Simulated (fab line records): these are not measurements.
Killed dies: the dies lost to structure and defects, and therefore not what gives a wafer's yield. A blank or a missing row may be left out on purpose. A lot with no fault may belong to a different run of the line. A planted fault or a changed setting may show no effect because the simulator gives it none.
fab line records    flow sky130
record lots=6  wafers=18  lastDay=50
route steps=708 shown CONTACT@423 METAL1@434
lots with no fault: from the same line, run without faults
startH: hours from the record's first day to the start of the lot's first wafer shown    waitH: how many hours have passed since the lot's step before this one    " unchanged from the row above    L1.1+2: a single row standing in for several wafers    - value missing, or start not given    * or withheld: withheld    < > ~ a bound
route shown NAME@n: names a module that has steps shown in the file, with the first one's number in the route    usual: mean/standard deviation of fault-free wafers    same: alike in all rows    chamber/n: place in a boat    sites: the reading at each site    _std_site: the standard deviation of these    _edge_site: inner sites' mean taken away from outer sites' mean    radiusMm: how far each site lies from the wafer's centre    mask NAME#n: copy n    behind: the most recent tool/chamber to have shaped the wafer    hold: why the lot went on hold/how many hours it stayed there/how the hold came to an end    device: whichever transistor did not switch (one of n, p or np)    end of line: the same wafers' tests at the end of the route    a step given without rows: its recipe and nothing more    killed: count of dies lost to structure and defects at first sort (not the wafer's yield)    map: a wafer's dies, marking killed ones x, the rest . and places with no die _
set.NAME: setting as actually run; set.NAME@STEP: the setting as run at that earlier step    model.NAME: the simulator's own value behind a step, which no gauge read
lots at selected steps of the route; one table per step, one row per wafer
services: the hour from which a tool's chamber was out of use, counted from the record's first day as startH (under 0 if before that day), plus the number of hours and why
## steps
# step SKY_CONTACT_ETCH_17
# recipe target=SiO2  chemistry=C4F8/O2/Ar  stopOn=Si3N4  maskMaterial=KrF-thick  sourceW=1500  biasW=1200  pressureMtorr=40  c4f8FlowSccm=withheld  O2_flow_sccm=6  Ar_flow_sccm=300  timeS=withheld  targetDepthA=3400
# usual oesProductAu=0.891/0.0051
lot.wafer  tool        chamber  startH  waitH  oesProductAu
L321.1     rieDiel-02  0        780.64  0.0    0.889
L321.2     "           2        "       "      0.890
L321.5     "           2        "       "      0.882
L330.1     rieDiel-02  1        852.11  0.0    0.891
L330.5     "           1        "       "      0.893
L330.6     "           3        "       "      0.898
L331.3     rieDiel-02  3        858.45  0.0    0.894
L331.4     "           3        "       "      0.900
L331.5     "           2        "       "      0.890
L332.3     rieDiel-02  1        867.34  0.0    0.893
L332.4     "           2        "       "      0.889
L332.6     "           1        "       "      0.880
L335.1     rieDiel-02  3        884.59  0.0    0.892
L335.4     "           2        "       "      0.897
L335.5     "           0        "       "      0.895
L338.1     rieDiel-03  3        907.99  0.0    0.889
L338.4     "           0        "       "      0.889
L338.6     "           2        "       "      0.893
# step SKY_CONTACT_ETCH_18
# recipe target=Si3N4  chemistry=CHF3/O2  stopOn=TiN  sourceW=606.1  biasW=200  pressureMtorr=40  chf3FlowSccm=50  O2_flow_sccm=5  timeS=39  targetDepthA=750
# usual drypumpMotorCurrentA=5.5/0.41  oesProductAu=0.853/0.0072  throttleValvePct=8.793/0.0094
lot.wafer  tool        chamber  startH  waitH  drypumpMotorCurrentA  oesProductAu  rfHoursCounterH  throttleValvePct
L321.1     rieDiel-02  0        -       -      5.3                   0.842         29               8.792
L321.2     "           2        "       "      5.3                   0.853         1                8.786
L321.5     "           2        "       "      5.2                   0.861         -                8.796
L330.1     rieDiel-02  1        -       -      5.9                   0.848         19               8.792
L330.5     "           1        "       "      6.0                   0.866         -                8.796
L330.6     "           3        "       "      5.2                   0.857         -                8.785
L331.3     rieDiel-02  3        -       -      5.2                   0.850         1                8.794
L331.4     "           3        "       "      5.2                   0.852         -                8.813
L331.5     "           2        "       "      5.3                   0.866         -                8.785
L332.3     rieDiel-02  1        -       -      5.9                   0.854         19               8.802
L332.4     "           2        "       "      5.3                   0.854         -                8.778
L332.6     "           1        "       "      5.9                   0.857         -                8.790
L335.1     rieDiel-02  3        -       -      5.2                   0.859         2                8.794
L335.4     "           2        "       "      5.3                   0.859         5                8.805
L335.5     "           0        "       "      5.3                   0.856         -                8.794
L338.1     rieDiel-03  3        -       -      5.1                   0.845         6                8.795
L338.4     "           0        "       "      5.3                   0.854         12               8.786
L338.6     "           2        "       "      6.1                   0.850         -                8.793
# step SKY_CONTACT_STRIP_19
# recipe chemistry=O2/N2  powerW=1400  pressureMtorr=1500  platenTempC=withheld  o2FlowSccm=3000  n2FlowSccm=300  overashFraction=0.5
# step SKY_CONTACT_STRIP_20
# recipe chemistry=postEtchResidueRemover  timeS=1200  tempC=72.5
# step SKY_CONTACT_CLEAN_21
# recipe chemistry=IPA  timeS=180  tempC=25
# step SKY_CONTACT_CLEAN_22
# recipe chemistry=O3/DIW  dry=n2Spin
# step SKY_CONTACT_SPUTTER_23
# recipe material=TiN  targetThkNm=20  chamberPressurePa=5  powerW=4000  timeS=80
# step SKY_CONTACT_CVD_24
# recipe material=W  targetThkNm=340  timeS=102.12  tempC=400  pressureTorr=40
# usual heaterPowerW=835/53
lot.wafer  tool     chamber  startH  waitH  heaterPowerW
L321.1     cvdW-01  0        781.38  0.0    813
L321.2     "        1        "       "      911
L321.5     "        1        "       "      917
L330.1     cvdW-02  0        852.88  0.0    775
L330.5     "        1        "       "      834
L330.6     "        0        "       "      767
L331.3     cvdW-01  0        859.24  0.1    797
L331.4     "        1        "       "      910
L331.5     "        1        "       "      946
L332.3     cvdW-02  0        868.18  0.1    775
L332.4     "        1        "       "      834
L332.6     "        1        "       "      835
L335.1     cvdW-01  1        885.78  0.0    921
L335.4     "        0        "       "      818
L335.5     "        0        "       "      816
L338.1     cvdW-01  0        908.74  0.0    828
L338.4     "        1        "       "      929
L338.6     "        1        "       "      895
# step SKY_CONTACT_RS_MEAS_25
# recipe thkMeasGauge=four-point-probe  reads=W_of_CONTACT_CVD_24+TiN_of_CONTACT_SPUTTER_23
# usual CONTACT_W_RS=0.337/0.0067
lot.wafer  tool          chamber  startH  waitH  CONTACT_W_RS[ohm/sq]
L321.1     filmMetro-01  -        781.49  0.1    0.339
L321.2     "             -        "       "      0.340
L321.5     "             -        "       "      0.343
L330.1     filmMetro-02  -        852.99  0.1    0.338
L330.5     "             -        "       "      0.326
L330.6     "             -        "       "      0.334
L331.3     filmMetro-03  -        859.35  0.1    0.339
L331.4     "             -        "       "      0.338
L331.5     "             -        "       "      0.339
L332.3     filmMetro-03  -        868.29  0.1    0.333
L332.4     "             -        "       "      0.328
L332.6     "             -        "       "      0.325
L335.1     filmMetro-03  -        885.89  0.1    0.341
L335.4     "             -        "       "      0.347
L335.5     "             -        "       "      0.343
L338.1     filmMetro-02  -        908.85  0.1    0.343
L338.4     "             -        "       "      0.340
L338.6     "             -        "       "      0.342
# step SKY_CONTACT_THK_MEAS_26
# recipe thkMeasGauge=xrf  reads=W_of_CONTACT_CVD_24
# usual CONTACT_W_THK=334/6.9
lot.wafer  tool          chamber  startH  waitH  CONTACT_W_THK[nm]
L321.1     filmMetro-01  -        781.61  0.1    334
L321.2     "             -        "       "      332
L321.5     "             -        "       "      331
L330.1     filmMetro-02  -        853.11  0.1    335
L330.5     "             -        "       "      350
L330.6     "             -        "       "      340
L331.3     filmMetro-03  -        859.45  0.1    332
L331.4     "             -        "       "      331
L331.5     "             -        "       "      329
L332.3     filmMetro-03  -        868.39  0.1    337
L332.4     "             -        "       "      339
L332.6     "             -        "       "      342
L335.1     filmMetro-03  -        886.01  0.1    329
L335.4     "             -        "       "      324
L335.5     "             -        "       "      326
L338.1     filmMetro-02  -        908.97  0.1    333
L338.4     "             -        "       "      331
L338.6     "             -        "       "      329
# step SKY_CONTACT_CMP_27
# recipe stopOn=SiO2  tOverpolishS=15  downForcePsi=3.5  platenRpm=60  targetThkNm=0  padVelocityMS=0.94248
# usual motorCurrentA=11.0/1.1  overpolishRunS=14.999/0.0088  timeToEndpointS=82/4.7
lot.wafer  tool    chamber  startH  waitH  motorCurrentA  overpolishRunS  timeToEndpointS
L321.1     cmp-01  1        781.67  0.1    9.8            15.004          73
L321.2     "       2        "       "      9.7            14.987          73
L321.5     "       2        "       "      9.5            15.002          74
L330.1     cmp-01  2        853.27  0.1    9.8            15.008          84
L330.6     "       0        "       "      11.9           15.014          86
L330.5     "       1        "       "      10.2           15.005          83
L331.4     cmp-02  2        859.59  0.1    11.6           14.994          84
L331.3     "       3        "       "      13.0           14.997          77
L331.5     "       0        "       "      9.8            14.998          80
L332.4     cmp-02  0        868.43  0.0    10.3           15.003          80
L332.3     "       1        "       "      10.5           15.003          89
L332.6     "       0        "       "      10.2           14.996          82
L335.1     cmp-01  0        886.12  0.1    11.2           14.991          77
L335.4     "       1        "       "      10.0           14.989          73
L335.5     "       0        "       "      11.3           14.993          79
L338.1     cmp-01  1        909.08  0.1    10.3           14.995          78
L338.4     "       2        "       "      9.8            14.987          83
L338.6     "       1        "       "      10.0           14.996          79
# step SKY_METAL1_SPUTTER_00
# recipe material=Ti  targetThkNm=15  powerW=3000  timeS=10  chamberPressurePa=0.4
# step SKY_METAL1_SPUTTER_01
# recipe material=TiN  targetThkNm=20  powerW=6500  timeS=16.7  chamberPressurePa=0.4
# usual cathodeDcPowerW=6500.0/1.1  chamberPressurePa=0.4000/0.0007  throttleValvePct=30.2/0.76
lot.wafer  tool           chamber  startH  waitH  cathodeDcPowerW  chamberPressurePa  throttleValvePct
L321.1     pvdSputter-02  -        782.00  0.0    6500.0           0.4007             29.5
L321.2     "              -        "       "      6499.3           0.4002             30.6
L321.5     "              -        "       "      6498.7           0.4001             29.4
L330.1     pvdSputter-01  -        853.49  0.0    -                -                  -
L330.5     "              -        "       "      -                -                  -
L330.6     "              -        "       "      -                -                  -
L331.3     pvdSputter-02  -        859.81  0.0    -                -                  -
L331.4     "              -        "       "      -                -                  -
L331.5     "              -        "       "      -                -                  -
L332.3     pvdSputter-01  -        868.75  0.0    6500.3           0.4005             28.5
L332.4     "              -        "       "      6500.3           0.3996             30.2
L332.6     "              -        "       "      6499.6           0.3989             30.4
L335.1     pvdSputter-01  -        886.39  0.0    6500.6           0.3994             28.6
L335.4     "              -        "       "      6498.9           0.4001             29.9
L335.5     "              -        "       "      6499.9           0.4001             30.3
L338.1     pvdSputter-03  -        909.35  0.0    6499.3           0.4012             31.2
L338.4     "              -        "       "      6500.3           0.4004             30.6
L338.6     "              -        "       "      6500.0           0.4005             31.5
# step SKY_METAL1_SPUTTER_02
# recipe material=AlCu  targetThkNm=250  powerW=10600  timeS=13.3  chamberPressurePa=0.4
# usual cathodeDcPowerW=10600/1.9  chamberPressurePa=0.4000/0.00082  throttleValvePct=30.2/0.76
lot.wafer  tool           chamber  startH  waitH  cathodeDcPowerW  chamberPressurePa  throttleValvePct
L321.1     pvdSputter-02  -        782.02  0.0    10599            0.4005             29.5
L321.2     "              -        "       "      10599            0.4005             30.3
L321.5     "              -        "       "      10600            0.4013             29.6
L330.1     pvdSputter-01  -        853.52  0.0    10597            0.3991             29.8
L330.5     "              -        "       "      10597            0.3985             29.9
L330.6     "              -        "       "      10597            0.4005             29.9
L331.3     pvdSputter-02  -        859.84  0.0    10602            0.3994             30.5
L331.4     "              -        "       "      10598            0.4001             29.9
L331.5     "              -        "       "      10599            0.3995             29.6
L332.3     pvdSputter-01  -        868.78  0.0    10598            0.3994             28.2
L332.4     "              -        "       "      10596            0.4003             30.1
L332.6     "              -        "       "      10597            0.3999             30.3
L335.1     pvdSputter-01  -        886.42  0.0    10598            0.4005             28.3
L335.4     "              -        "       "      10599            0.4004             29.6
L335.5     "              -        "       "      10598            0.3993             30.2
L338.1     pvdSputter-03  -        909.38  0.0    10600            0.4004             31.0
L338.4     "              -        "       "      10598            0.4001             30.2
L338.6     "              -        "       "      10597            0.4009             31.5
## services
tool           chamber  startH  hours  kind
cvdW-02        1        779.52  -      calibration
rieDiel-02     -        788.04  15.6   pm
rieDiel-03     2        801.36  4.8    repair
rieDiel-02     3        809.23  -      clean
rieDiel-02     3        809.23  22.5   scheduledDown
rieDiel-02     3        809.23  22.5   ventCycle
cmp-01         -        817.20  0.9    repair
rieDiel-02     0        820.57  6.0    repair
cmp-01         -        831.09  2.7    repair
cmp-01         -        835.00  17.5   pm
pvdSputter-02  -        840.85  7.5    repair
rieDiel-02     0        850.64  -      clean
rieDiel-02     0        850.64  20.8   scheduledDown
rieDiel-02     0        850.64  20.8   ventCycle
pvdSputter-01  -        866.47  1.9    repair
pvdSputter-01  -        870.52  12.4   repair
rieDiel-03     -        883.17  2.8    pm
cvdW-02        -        904.00  14.0   pm
cvdW-02        0        904.00  14.0   ventCycle
cvdW-02        1        904.00  14.0   ventCycle
## key
firstSign step=SKY_METAL1_SPUTTER_01  reading=toolRecord  direction=missing
effect none on later readings
metAt SKY_METAL1_SPUTTER_01
struckWafers L330.1,L330.5,L330.6,L331.3,L331.4,L331.5
laterRowsLeftOut L330.1,L330.5,L330.6,L331.3,L331.4,L331.5
sortLeftOut L330.1,L330.5,L330.6,L331.3,L331.4,L331.5
onsetBetween 782.00 853.49
fault kind=skippedStepWhole  tool=pvdSputter-01,pvdSputter-02  chamber=-  onsetH=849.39  steps=SKY_METAL1_SPUTTER_01  scope=struckLotsOnly
# sortLeftOut: the simulated sort isn't trusted on such a fault, so these wafers' sort isn't shown, and their yield isn't known
# laterRowsLeftOut: the simulator's readings of these wafers behind a module that went badly wrong aren't trusted and aren't shown, but for the sort
